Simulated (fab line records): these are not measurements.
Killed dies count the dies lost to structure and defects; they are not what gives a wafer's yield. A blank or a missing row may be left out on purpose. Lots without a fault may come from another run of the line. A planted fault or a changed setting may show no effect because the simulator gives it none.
Which of the tools did it? / flow gf180mcu / Sampling: 6 lots, 18 wafers, 4 of 602 route steps

== WHAT EACH GAUGE READ, for each wafer ==
GF_V1_THK_MEAS_01.
lot=L869; measured=day 19 03:26; on=film_metro-03; V1_CVD_00_THK (nm)=1178 1194 1205
lot=L873; measured=day 20 13:16; on=film_metro-01; V1_CVD_00_THK (nm)=592 598 593
lot=L877; measured=day 22 03:52; on=film_metro-01; V1_CVD_00_THK (nm)=594 605 613
lot=L882; measured=day 24 02:32; on=film_metro-03; V1_CVD_00_THK (nm)=594 590 598
lot=L885; measured=day 24 12:03; on=film_metro-01; V1_CVD_00_THK (nm)=596 601 609
lot=L888; measured=day 25 06:38; on=film_metro-03; V1_CVD_00_THK (nm)=609 596 590

== WHAT TOOL EACH LOT RAN ON (gives the tool, then ch and the chambers of the sampled wafers, and finally the start) ==
lot=L869; GF_CONTACT_CVD_02=pecvd-02 ch 0,1,2, day 17 00:22; GF_M1_SPUTTER_01=pvd_sputter-01, day 18 01:54; GF_V1_CVD_00=hdpcvd-02 ch 0,1,2, day 19 03:07
lot=L873; GF_CONTACT_CVD_02=pecvd-03 ch 0,1,2, day 18 09:46; GF_M1_SPUTTER_01=pvd_sputter-01, day 19 11:47; GF_V1_CVD_00=hdpcvd-02 ch 0,1,2, day 20 13:11
lot=L877; GF_CONTACT_CVD_02=pecvd-02 ch 1,2, day 19 23:52; GF_M1_SPUTTER_01=pvd_sputter-01, day 21 02:17; GF_V1_CVD_00=hdpcvd-02 ch 0,1,2, day 22 03:48
lot=L882; GF_CONTACT_CVD_02=pecvd-03 ch 0,1, day 21 16:28; GF_M1_SPUTTER_01=pvd_sputter-01, day 22 18:08; GF_V1_CVD_00=hdpcvd-02 ch 0,1,2, day 24 02:26
lot=L885; GF_CONTACT_CVD_02=pecvd-03 ch 0,1,2, day 22 13:59; GF_M1_SPUTTER_01=pvd_sputter-01, day 23 14:31; GF_V1_CVD_00=hdpcvd-02 ch 1,2, day 24 11:59
lot=L888; GF_CONTACT_CVD_02=pecvd-02 ch 0,1,2, day 23 07:46; GF_M1_SPUTTER_01=pvd_sputter-02, day 24 07:17; GF_V1_CVD_00=hdpcvd-01 ch 0,1,2, day 25 06:34
- GF_CONTACT_CVD_02: deposits SiO2 from TEOS, target thk 860 nm, time 95.992 s.
- GF_M1_SPUTTER_01: material TiN, target thk 30 nm, time 25 s.
- GF_V1_CVD_00: deposits SiO2, target thk 600 nm, time 100 s.

== THE ANSWER, worked out from the rows above alone ==
Rule: usual is defined by the lots themselves. The widest of any qualifying gaps counts: lots, ordered by their means at a reading, are off when they make up no more than a third of the lots, leave a main group of 4 or more, and stand apart from it by 3 or more times the standard deviation of that group's means. A main group whose means are all the same, to the digits that the tables above print for the reading, isn't used. Also off: a lot with no number at a reading for which 4 or more lots have one. Where the step has rows for the other lots, those lots are counted as sound.
Off: L869, at GF_V1_THK_MEAS_01 (V1_CVD_00_THK). For the main group the mean is 599 nm and the standard deviation 4.
A tool fits if, at a process step before that reading, it ran every lot that is off, and no sound lot after the first of them. The gauges at GF_V1_THK_MEAS_01 are tried like those tools. Of those tried, none fits.

== WHAT THE SIMULATOR HAD PUT IN ==
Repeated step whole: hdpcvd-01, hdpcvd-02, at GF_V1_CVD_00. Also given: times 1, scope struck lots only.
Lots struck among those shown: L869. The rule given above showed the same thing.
